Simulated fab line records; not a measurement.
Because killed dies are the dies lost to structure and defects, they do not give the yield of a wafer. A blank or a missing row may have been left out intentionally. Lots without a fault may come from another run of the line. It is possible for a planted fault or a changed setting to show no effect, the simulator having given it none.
The tool behind it: which one? | flow sky130 | 12 lots, 34 wafers sampled, at 6 steps of a route of 708

== WHAT THE GAUGES READ, wafer by wafer ==
SKY_POLY_GATE_THK_MEAS_04.
lot  | measured     | on           | POLY_GATE_CVD_03_THK (nm)
L687 | day 15 20:35 | filmMetro-04 | 76.1 75.3 75.5
L688 | day 16 04:59 | filmMetro-02 | 74.9 74.6 74.5
L689 | day 16 08:49 | filmMetro-02 | 74.1 74.5 74.2
L690 | day 17 03:53 | filmMetro-02 | 77.1 76.6 76.6
L693 | day 17 20:11 | filmMetro-02 | 75.2 75.2 76.1
L694 | day 18 11:28 | filmMetro-03 | 76.2 76.3 76.6
L695 | day 19 06:49 | filmMetro-03 | 74.7 75.5 75.0
L697 | day 20 03:44 | filmMetro-02 | 75.7 75.7 75.1
L701 | day 21 07:41 | filmMetro-02 | 75.8 75.7 76.2
L704 | day 22 05:15 | filmMetro-02 | 76.5 76.7 76.3
L706 | day 22 18:55 | filmMetro-02 | 75.7 75.9
L707 | day 22 21:37 | filmMetro-04 | 75.2 75.0

SKY_POLY_GATE_OVL_MEAS_14.
lot  | measured     | on         | POLY_GATE_OVL (nm)
L687 | day 17 00:42 | overlay-01 | 2 2 15
L688 | day 17 09:24 | overlay-01 | 9 -4 -8
L689 | day 17 13:39 | overlay-01 | -3 4 7
L690 | day 18 08:35 | overlay-01 | 5 1 5
L693 | day 19 02:02 | overlay-02 | 1 6 -1
L694 | day 19 18:08 | overlay-02 | -3 -2 -9
L695 | day 20 14:33 | overlay-01 | -8 2 -3
L697 | day 21 10:47 | overlay-01 | 3 5 3
L701 | day 22 14:19 | overlay-02 | -1 -2 4
L704 | day 23 10:56 | overlay-02 | 10 8 -3
L706 | day 24 00:47 | overlay-02 | 0 3
L707 | day 24 03:41 | overlay-01 | 6 3

SKY_LDD_LDN_OVL_MEAS_07.
lot  | measured     | on         | LDD_LDN_OVL (nm)
L687 | day 23 13:38 | overlay-02 | -0.2 0.6 0.5
L688 | day 23 21:29 | overlay-02 | 0.9 1.6 3.2
L689 | day 24 01:38 | overlay-02 | 2.4 2.9 2.5
L690 | day 24 19:56 | overlay-02 | 0.2 0.3 1.7
L693 | day 25 15:05 | overlay-02 | -1.1 -1.1 -1.9
L694 | day 26 05:43 | overlay-02 | -1.2 -0.3 0.1
L695 | day 26 22:59 | overlay-02 | -0.4 -0.5 -2.0
L697 | day 27 18:53 | overlay-01 | 3.0 2.1 2.8
L701 | day 28 19:12 | overlay-02 | -1.8 -1.4 -1.8
L704 | day 29 14:28 | overlay-01 | 1.3 0.4 0.2
L706 | day 30 04:34 | overlay-01 | -1.7 0.2
L707 | day 30 07:50 | overlay-02 | -0.5 0.9

SKY_LI_CONTACT_RS_MEAS_22: the measuring method here is four-point-probe.
lot  | measured     | on           | LI_CONTACT_W_RS (ohm/sq)
L687 | day 29 21:54 | filmMetro-02 | 0.2781 0.2805 0.2789
L688 | day 30 02:44 | filmMetro-03 | 0.2800 0.2821 0.2854
L689 | day 30 06:21 | filmMetro-04 | 0.2866 0.2841 0.2862
L690 | day 31 00:53 | filmMetro-03 | 0.2819 0.2840 0.2893
L693 | day 31 17:30 | filmMetro-02 | 0.2904 0.2846 0.2900
L694 | day 32 06:37 | filmMetro-03 | 0.2856 0.2844 0.2813
L695 | day 32 22:46 | filmMetro-03 | 0.2862 0.2908 0.2858
L697 | day 33 17:31 | filmMetro-02 | 0.2785 0.2820 0.2796
L701 | day 34 15:58 | filmMetro-02 | 0.2641 0.2833 0.2874 0.2654 0.2833 0.2868
L704 | day 35 09:32 | filmMetro-02 | 0.2845 0.2813 0.2882
L706 | day 36 01:24 | filmMetro-04 | 0.2630 0.2893 0.2629 0.2889
L707 | day 36 03:31 | filmMetro-02 | 0.2624 0.2854 0.2629 0.2843

SKY_LI_CONTACT_THK_MEAS_23: measures by xrf.
lot  | measured     | on           | LI_CONTACT_W_THK (nm)
L687 | day 29 21:59 | filmMetro-02 | 415 408 413
L688 | day 30 02:51 | filmMetro-03 | 414 412 407
L689 | day 30 06:28 | filmMetro-04 | 400 402 398
L690 | day 31 01:00 | filmMetro-03 | 409 405 403
L693 | day 31 17:37 | filmMetro-02 | 389 399 390
L694 | day 32 06:43 | filmMetro-03 | 403 407 412
L695 | day 32 22:53 | filmMetro-03 | 404 400 405
L697 | day 33 17:38 | filmMetro-02 | 409 401 406
L701 | day 34 19:05 | filmMetro-02 | 430 404 400 432 404 400
L704 | day 35 09:38 | filmMetro-02 | 395 402 388
L706 | day 36 05:52 | filmMetro-04 | 439 399 439 402
L707 | day 36 08:13 | filmMetro-02 | 430 396 431 399

== WHICH TOOL RAN EACH LOT (tool, then ch and the chambers of the sampled wafers, then the start) ==
lot  | SKY_LI_CONTACT_CVD_21
L687 | cvdW-02 ch 0,1, day 29 21:46
L688 | cvdW-02 ch 0,1, day 30 02:36
L689 | cvdW-02 ch 0, day 30 06:12
L690 | cvdW-01 ch 0,1, day 31 00:45
L693 | cvdW-01 ch 0,1, day 31 17:22
L694 | cvdW-02 ch 0,1, day 32 06:29
L695 | cvdW-02 ch 0,1, day 32 22:38
L697 | cvdW-02 ch 0, day 33 17:23
L701 | cvdW-01 ch 0,1, day 34 15:51
L704 | cvdW-02 ch 0,1, day 35 09:23
L706 | cvdW-01 ch 0,1, day 36 01:16
L707 | cvdW-01 ch 0,1, day 36 03:23
- SKY_LI_CONTACT_CVD_21: deposits W, target thk 400 nm, time 120.56 s.

== WHAT THE TOOLS THEMSELVES READ (means of the sampled wafers that have a number; where no wafer has one, the mark that the record gives instead) ==
SKY_LI_CONTACT_CVD_21.
lot  | tool    | chamberPressureTorr (Torr) | heaterPowerW (W)
L687 | cvdW-02 | 40.07                      | 794
L688 | cvdW-02 | 40.03                      | 776
L689 | cvdW-02 | 39.90                      | 779
L690 | cvdW-01 | 39.98                      | 1037
L693 | cvdW-01 | 39.96                      | 994
L694 | cvdW-02 | 40.02                      | 794
L695 | cvdW-02 | 39.89                      | 779
L697 | cvdW-02 | 39.88                      | 774
L701 | cvdW-01 | 40.07                      | 1018
L704 | cvdW-02 | 40.09                      | 789
L706 | cvdW-01 | 39.95                      | 1028
L707 | cvdW-01 | 39.98                      | 1029

== THE ANSWER, worked out from the rows above alone ==
Rule: usual is defined by the lots themselves. Put in order of their means at a reading, lots are off if they are a third of the lots or fewer, leave a main group of 4 or more, and stand apart from it by a gap of 3 or more times the standard deviation of the main group's means; of several such gaps the widest counts. If all means in a main group match to the digits the tables above print for the reading, that group is not used. Also off: a lot with no number at a reading for which 4 or more lots have one. All remaining lots with rows at the step are treated as sound. After the gauges, taken in route order, come the tools' own readings; for these a lot's mean is taken, as printed above. At the first step where some lot is off, the reading lying furthest off is the one used; lots without a number count as furthest.
Across all readings shown, no lot is off: no conclusion can be drawn from this.

== WHAT HAD BEEN PUT IN BY THE SIMULATOR ==
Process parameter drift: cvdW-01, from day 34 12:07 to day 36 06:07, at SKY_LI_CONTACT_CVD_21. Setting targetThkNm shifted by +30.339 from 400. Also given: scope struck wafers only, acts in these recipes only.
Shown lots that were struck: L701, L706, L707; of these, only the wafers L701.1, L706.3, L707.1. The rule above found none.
